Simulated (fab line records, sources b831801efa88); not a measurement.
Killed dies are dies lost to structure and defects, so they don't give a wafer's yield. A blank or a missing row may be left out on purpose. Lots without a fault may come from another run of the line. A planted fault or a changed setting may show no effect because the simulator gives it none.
One fault seen from 2 desks | flow sky130 | each desk has only its own numbers; what lay behind them comes last

THE METROLOGY DESK
What the gauges read, lot by lot, whatever tool the lot ran on: means of the sampled wafers that have a number. A lot is out of limits, marked OUT, if its mean lies more than 4 standard deviations from the usual mean; the brackets give that distance.
Columns: A = METAL5_ALCU_RS at SKY_METAL5_RS_MEAS_05, usual 0.02724 ohm/sq
lot  | first seen here | A
L177 | day 42 18:41    | 0.02689
L178 | day 43 07:22    | 0.02736
L179 | day 43 10:43    | 0.02737
L180 | day 43 12:32    | 0.02712
L181 | day 44 13:30    | 0.02700
L182 | day 44 17:44    | 0.02693
L184 | day 45 03:45    | 0.02743
L183 | day 45 04:03    | 0.02763
L189 | day 46 08:20    | 0.02712
L190 | day 46 15:41    | 0.02695
L196 | day 47 18:56    | 0.02730
L197 | day 47 23:39    | 0.02692
L198 | day 48 01:26    | 0.02751
L200 | day 48 19:23    | 0.02714
This desk's finding: nothing out of limits on any of the 14 lots.

THE TOOL OWNER'S DESK: litho_track-03
The tool's own readings at SKY_LDD_HVN_SOFTBAKE_03 (time 60 s): means of the sampled wafers that have a number, for each lot that ran on this tool. A lot is out of limits, marked OUT, if its mean lies more than 4 standard deviations from the usual mean; the brackets give that distance.
Columns: A = chill_plate_temp_C at SKY_LDD_HVN_SOFTBAKE_03, usual 22.99 C; B = run_length_s at SKY_LDD_HVN_SOFTBAKE_03, usual 88.97 s
lot  | first seen here | A     | B
L178 | day 20 02:46    | 22.93 | 88.92
L180 | day 20 15:30    | 22.92 | 88.89
L183 | day 22 19:42    | 22.95 | 88.84
L189 | day 24 10:01    | 23.10 | 89.88 (+9.4) OUT
L190 | day 24 19:52    | 23.01 | 90.88 (+20) OUT
This desk's finding: out of limits on L189, L190; first on L189, day 24 10:01 (run_length_s at SKY_LDD_HVN_SOFTBAKE_03). In limits: L178, L180, L183.

PUT TOGETHER
The tool owner's desk could have raised an alarm at day 24 10:01, on L189, L190.
The metrology desk saw nothing out of limits.
The metrology desk has L189, L190 on record, within its limits.
Of the lots named, all ran SKY_LDD_HVN_SOFTBAKE_03 on litho_track-03.

WHAT THE SIMULATOR HAD PUT IN
Process parameter drift: litho_track-03, from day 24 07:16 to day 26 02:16, at SKY_LDD_HVN_SOFTBAKE_03. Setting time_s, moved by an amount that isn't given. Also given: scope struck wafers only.
Lots struck among those shown: L189, L190.
Hours from the fault's start to each desk's first reading out of limits: the tool owner's desk, 3.
